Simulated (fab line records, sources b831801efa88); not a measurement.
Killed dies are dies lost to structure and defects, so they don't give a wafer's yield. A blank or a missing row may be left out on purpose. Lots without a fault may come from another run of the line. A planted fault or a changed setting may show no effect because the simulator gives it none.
fab line records | flow sky130
record lots=10 wafers=30 last_day=50
route steps=708 shown CONTACT@422 METAL1@453 VIA1@480 METAL2@487
lots that met no fault: from a run of the same line without faults
start_h: hours from the record's first day to the start of the lot's first wafer shown | wait_h: hours since the lot's step before | " the same as in the row above | L1.1+2: a row that stands for several wafers | - no value, or no start given | * or withheld: withheld | < > ~ a bound
route shown NAME@n: a module of which the file shows steps, and the number in the route of the first | usual: mean/standard deviation of fault-free wafers | same: alike in all rows | chamber/n: place in a boat | sites: the reading at each site | _std_site: their standard deviation | _edge_site: outer sites' mean less inner sites' | radius_mm: how far each site lies from the wafer's centre | mask NAME#n: copy n | behind: the tool/chamber that last shaped the wafer | hold: why the lot was held/for how many hours/how that ended | device: the transistor (n, p or np) that didn't switch | end of line: the same wafers' tests at the end of the route | a step without rows: its recipe alone | killed: dies lost to structure and defects at the first sort, not the wafer's yield | map: a wafer's dies, x killed, . not, _ none there
set.NAME: the setting as run; set.NAME@STEP: as run at that earlier step | model.NAME: the simulator's own value behind a step, which no gauge read
steps of the route over a sample of lots; a table a step, a row a wafer
services: from which hour (start_h, from the record's first day; less than 0 if before it) a tool's chamber was out of use, for how many hours, and why
## steps
# step SKY_CONTACT_ETCH_16
# recipe chemistry=N2/H2 target=BARC ion_energy_ev=200 source_w=500 bias_w=100 pressure_mtorr=30 n2_flow_sccm=100 h2_flow_sccm=200 stop_on=SiO2 time_s=45.9 target_depth_a=600
# usual drypump_motor_current_A=5.6/0.44 oes_product_au=0.855/0.0043 run_length_s=74.3/0.58 throttle_valve_pct=13.225/0.0093
# columns lot.wafer tool chamber start_h wait_h drypump_motor_current_A oes_product_au rf_hours_counter_h run_length_s throttle_valve_pct
L646.3 rie_diel-04 3 734.49 0.0 5.8 0.851 7 73.1 13.216
L646.4 " 0 " " 5.6 0.852 12 73.1 13.230
L646.5 " 0 " " 5.5 0.851 - 73.1 13.214
L647.1 rie_diel-02 3 738.04 0.0 6.0 0.859 21 74.7 13.231
L647.4 " 1 " " 6.0 0.845 14 75.2 13.228
L647.6 " 1 " " 6.0 0.848 - 75.3 13.233
L648.1 rie_diel-04 3 749.71 0.0 5.8 0.855 7 73.3 13.212
L648.5 " 3 " " 5.9 0.849 - 73.3 13.228
L648.6 " 0 " " 5.6 0.857 - 73.4 13.229
L652.1 rie_diel-02 1 776.41 0.0 6.0 0.852 16 75.5 13.230
L652.4 " 3 " " 6.0 0.852 - 74.5 13.228
L652.5 " 0 " " 5.0 0.853 - 74.0 13.211
L656.1 rie_diel-02 1 822.77 0.0 6.0 0.858 18 74.9 13.233
L656.4 " 3 " " 6.1 0.857 24 75.0 13.231
L656.6 " 0 " " 5.0 0.857 - 74.5 13.245
L657.1 rie_diel-02 1 830.54 0.0 6.0 0.854 18 75.0 13.214
L657.2 " 2 " " 5.2 0.852 17 74.6 13.240
L657.6 " 0 " " 5.0 0.848 - 74.6 13.242
L663.1 rie_diel-02 0 879.06 0.0 5.0 0.854 7 73.8 13.223
L663.2 " 3 " " 6.0 0.856 26 74.3 13.218
L663.4 " 1 " " 6.0 0.852 20 75.1 13.236
L662.2 rie_diel-01 1 881.29 0.0 5.0 0.846 0 74.6 13.211
L662.3 " 0 " " 5.2 0.859 23 73.8 13.229
L662.4 " 3 " " 5.7 0.859 7 75.2 13.237
L665.2 rie_diel-02 1 883.66 0.0 6.0 0.858 20 74.9 13.242
L665.3 " 0 " " 5.0 0.857 7 74.0 13.234
L665.5 " 1 " " 6.0 0.859 - 74.8 13.232
L669.1 rie_diel-01 3 910.16 0.0 5.7 0.851 8 74.9 13.235
L669.2 " 2 " " 5.4 0.861 17 73.7 13.239
L669.4 " 1 " " 4.9 0.863 2 74.1 13.220
# step SKY_METAL1_METAL_ETCH_19
# recipe target_depth_a=3600 stop_on=SiO2 over_etch_frac=0.3 time_s=78 chemistry=Cl2/BCl3 resist_sidewall_deg=88 pressure_mtorr=10 icp_w=900 bias_w=48.5 Cl2_flow_sccm=60 bcl3_flow_sccm=30
# usual drypump_motor_current_A=5.7/0.54 oes_product_au=0.854/0.0055 run_length_s=106.4/0.48 throttle_valve_pct=22.265/0.0086
# columns lot.wafer tool chamber start_h wait_h drypump_motor_current_A oes_product_au rf_hours_counter_h run_length_s throttle_valve_pct
L646.3 rie_metal-04 1 763.65 0.1 6.2 0.860 - 105.6 22.259
L646.4 " 0 " " 5.0 0.862 - 106.6 22.265
L646.5 " 0 " " 5.0 0.865 - 106.8 22.264
L647.1 rie_metal-03 1 767.51 0.1 5.5 0.853 15 106.8 22.271
L647.4 " 1 " " 5.5 0.856 - 107.1 22.258
L647.6 " 1 " " 5.5 0.850 - 106.9 22.275
L648.1 rie_metal-03 0 778.97 0.0 5.7 0.855 0 105.6 22.271
L648.5 " 0 " " 5.8 0.860 - 106.0 22.261
L648.6 " 1 " " 5.5 0.855 - 107.2 22.263
L652.1 rie_metal-04 1 804.57 0.0 6.3 0.857 10 105.7 22.271
L652.4 " 1 " " 6.3 0.850 - 105.7 22.270
L652.5 " 1 " " 6.3 0.859 - 105.9 22.258
L656.1 rie_metal-02 1 851.02 0.0 6.5 0.851 5 106.4 22.271
L656.4 " 0 " " 5.4 0.849 - 106.4 22.275
L656.6 " 1 " " 6.5 0.848 - 106.6 22.272
L657.1 rie_metal-04 1 858.19 0.0 6.3 0.858 12 105.7 22.252
L657.2 " 0 " " 5.0 0.862 3 106.3 22.277
L657.6 " 0 " " 5.0 0.858 - 107.1 22.254
L663.1 rie_metal-04 1 906.42 0.0 6.2 0.983 14 94.6 22.247
L663.2 " 0 " " 5.0 0.976 4 95.9 22.256
L663.4 " 0 " " 5.0 0.983 - 95.8 22.275
L662.2 rie_metal-04 0 908.64 0.0 5.0 0.996 4 95.7 22.248
L662.3 " 0 " " 5.0 0.997 - 95.9 22.267
L662.4 " 1 " " 6.3 0.999 - 95.0 22.265
L665.2 rie_metal-04 0 910.67 0.0 5.0 0.995 5 95.7 22.280
L665.3 " 1 " " 6.2 0.984 - 94.7 22.279
L665.5 " 0 " " 5.0 0.987 - 96.1 22.279
L669.1 rie_metal-02 1 937.44 0.0 6.5 0.856 9 106.9 22.261
L669.2 " 0 " " 5.4 0.856 7 106.4 22.265
L669.4 " 1 " " 6.5 0.859 - 106.6 22.264
# step SKY_METAL1_STRIP_20
# recipe chemistry=O2/N2 power_w=1400 pressure_mtorr=1500 platen_temp_c=withheld o2_flow_sccm=3000 n2_flow_sccm=300 overash_fraction=0.5
# usual drypump_motor_current_A=5.5/0.48 oes_product_au=0.343/0.0055 strip_time_to_endpoint_s=2.70/0.056
# same overash_fraction=0.5
# columns lot.wafer tool chamber start_h wait_h drypump_motor_current_A oes_product_au rf_hours_counter_h strip_time_to_endpoint_s
L646.3 plasma_asher-02 1 763.74 0.1 5.0 0.344 - 2.70
L646.4 " 0 " " 5.2 0.340 - 2.69
L646.5 " 0 " " 5.2 0.334 - 2.67
L647.1 plasma_asher-02 1 767.69 0.1 5.0 0.350 2 2.73
L647.4 " 0 " " 5.2 0.337 - 2.72
L647.6 " 1 " " 5.0 0.338 - 2.70
L648.1 plasma_asher-01 0 779.06 0.1 5.8 0.342 62 2.70
L648.5 " 1 " " 5.7 0.344 - 2.70
L648.6 " 0 " " 5.8 0.339 - 2.75
L652.1 plasma_asher-04 1 804.66 0.1 4.8 0.352 39 2.66
L652.4 " 0 " " 6.4 0.343 - 2.69
L652.5 " 1 " " 4.8 0.333 - 2.67
L656.1 plasma_asher-01 0 851.11 0.1 5.8 0.335 70 2.60
L656.4 " 1 " " 5.6 0.343 - 2.77
L656.6 " 0 " " 5.8 0.335 - 2.60
L657.1 plasma_asher-01 0 858.28 0.1 5.8 0.340 72 2.71
L657.2 " 1 " " 5.6 0.348 72 2.75
L657.6 " 0 " " 5.8 0.347 - 2.71
L663.1 plasma_asher-01 0 906.51 0.1 5.8 0.364 77 3.05
L663.2 " 1 " " 5.6 0.359 77 3.03
L663.4 " 1 " " 5.6 0.355 - 3.02
L662.2 plasma_asher-04 0 908.73 0.1 6.4 0.357 52 3.04
L662.3 " 0 " " 6.4 0.355 - 3.03
L662.4 " 1 " " 4.8 0.356 - 3.06
L665.2 plasma_asher-01 1 910.76 0.1 5.6 0.359 78 3.09
L665.3 " 1 " " 5.7 0.358 - 3.09
L665.5 " 0 " " 5.8 0.361 - 3.06
L669.1 plasma_asher-02 0 937.53 0.1 5.2 0.342 13 2.63
L669.2 " 1 " " 5.0 0.354 13 2.77
L669.4 " 0 " " 5.2 0.341 - 2.64
# step SKY_VIA1_RS_MEAS_22
# recipe thk_meas_gauge=four-point-probe reads=W_of_VIA1_CVD_21+TiN_of_VIA1_SPUTTER_20
# usual VIA1_W_RS=0.425/0.0094
# columns lot.wafer tool chamber start_h wait_h VIA1_W_RS[ohm/sq]
L646.3 film_metro-03 - 793.03 0.1 0.430
L646.4 " - " " 0.423
L646.5 " - " " 0.425
L647.1 film_metro-02 - 796.88 0.1 0.429
L647.4 " - " " 0.433
L647.6 " - " " 0.410
L648.1 film_metro-01 - 808.36 0.1 0.432
L648.5 " - " " 0.434
L648.6 " - " " 0.434
L652.1 film_metro-02 - 833.82 0.1 0.430
L652.4 " - " " 0.432
L652.5 " - " " 0.429
L656.1 film_metro-01 - 879.27 0.1 0.407
L656.4 " - " " 0.427
L656.6 " - " " 0.429
L657.1 film_metro-02 - 886.37 0.1 0.411
L657.2 " - " " 0.425
L657.6 " - " " 0.410
L663.1 film_metro-01 - 933.86 0.1 0.434
L663.2 " - " " 0.426
L663.4 " - " " 0.429
L662.2 film_metro-03 - 936.11 0.1 0.434
L662.3 " - " " 0.433
L662.4 " - " " 0.436
L665.2 film_metro-03 - 938.47 0.1 0.438
L665.3 " - " " 0.434
L665.5 " - " " 0.430
L669.1 film_metro-02 - 965.00 0.1 0.428
L669.2 " - " " 0.423
L669.4 " - " " 0.424
# step SKY_METAL2_SPUTTER_04
# recipe material=TiN target_thk_nm=70 power_w=6500 time_s=58.3 chamber_pressure_pa=0.4
# usual throttle_valve_pct=30.1/1.3
# columns lot.wafer tool chamber start_h wait_h throttle_valve_pct
L646.3 pvd_sputter-04 - 793.56 0.0 27.2
L646.4 " - " " 32.3
L646.5 " - " " 28.8
L647.1 pvd_sputter-03 - 797.63 0.0 29.4
L647.4 " - " " 29.7
L647.6 " - " " 30.3
L648.1 pvd_sputter-04 - 808.93 0.0 29.2
L648.5 " - " " 32.4
L648.6 " - " " 28.9
L652.1 pvd_sputter-04 - 834.39 0.0 32.3
L652.4 " - " " 29.0
L652.5 " - " " 28.7
L656.1 pvd_sputter-01 - 879.84 0.0 29.9
L656.4 " - " " 30.9
L656.6 " - " " 29.6
L657.1 pvd_sputter-01 - 886.94 0.0 31.0
L657.2 " - " " 29.5
L657.6 " - " " 29.9
L663.1 pvd_sputter-01 - 934.43 0.0 31.1
L663.2 " - " " 30.2
L663.4 " - " " 30.9
L662.2 pvd_sputter-01 - 936.66 0.0 31.1
L662.3 " - " " 30.0
L662.4 " - " " 30.0
L665.2 pvd_sputter-04 - 939.02 0.0 27.1
L665.3 " - " " 32.5
L665.5 " - " " 32.2
L669.1 pvd_sputter-03 - 965.57 0.0 31.1
L669.2 " - " " 30.4
L669.4 " - " " 30.0
## services
# columns tool chamber start_h hours kind
rie_diel-02 3 713.31 10.1 repair
rie_diel-04 - 714.89 14.6 pm
plasma_asher-02 - 733.75 9.0 pm
rie_diel-02 - 748.16 0.3 repair
rie_diel-01 0 759.99 7.0 repair
rie_diel-02 2 769.92 24.9 repair
rie_diel-04 0 775.09 14.6 repair
rie_diel-04 - 775.55 1.8 repair
rie_diel-04 3 808.71 11.8 repair
plasma_asher-01 - 813.14 0.8 repair
plasma_asher-02 - 816.41 42.7 repair
rie_metal-02 - 819.62 28.1 pm
rie_diel-01 2 833.96 5.1 repair
pvd_sputter-04 - 837.54 0.6 repair
rie_metal-03 - 849.98 1.0 repair
rie_diel-04 - 853.74 2.8 pm
rie_diel-04 1 858.87 8.6 repair
pvd_sputter-04 - 884.93 7.9 repair
rie_metal-04 - 888.93 14.6 pm
pvd_sputter-04 - 893.58 7.7 repair
plasma_asher-02 - 894.53 23.4 repair
pvd_sputter-04 - 935.92 1.0 repair
rie_diel-02 3 957.85 8.0 repair
plasma_asher-01 - 964.50 1.1 repair
## key
first_sign step=SKY_METAL1_METAL_ETCH_19 reading=oes_product_au direction=up sigmas=25 usual=0.854 struck=0.989
effect step=SKY_METAL1_METAL_ETCH_19 reading=run_length_s direction=down sigmas=23 usual=* struck=*
effect step=SKY_METAL1_STRIP_20 reading=strip_time_to_endpoint_s direction=up sigmas=6.2 usual=* struck=*
met_at SKY_METAL1_METAL_ETCH_19
struck_lots L662,L663,L665
not_acting_at SKY_CONTACT_ETCH_16,SKY_VIA1_RS_MEAS_22,SKY_METAL2_SPUTTER_04
onset_between 858.19 906.42
fault kind=process_parameter_drift tool=rie_metal-04 chamber=- onset_h=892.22 steps=SKY_METAL1_METAL_ETCH_19 channel=time_s offset=* shape=step end_h=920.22 acts_in=* stated=*
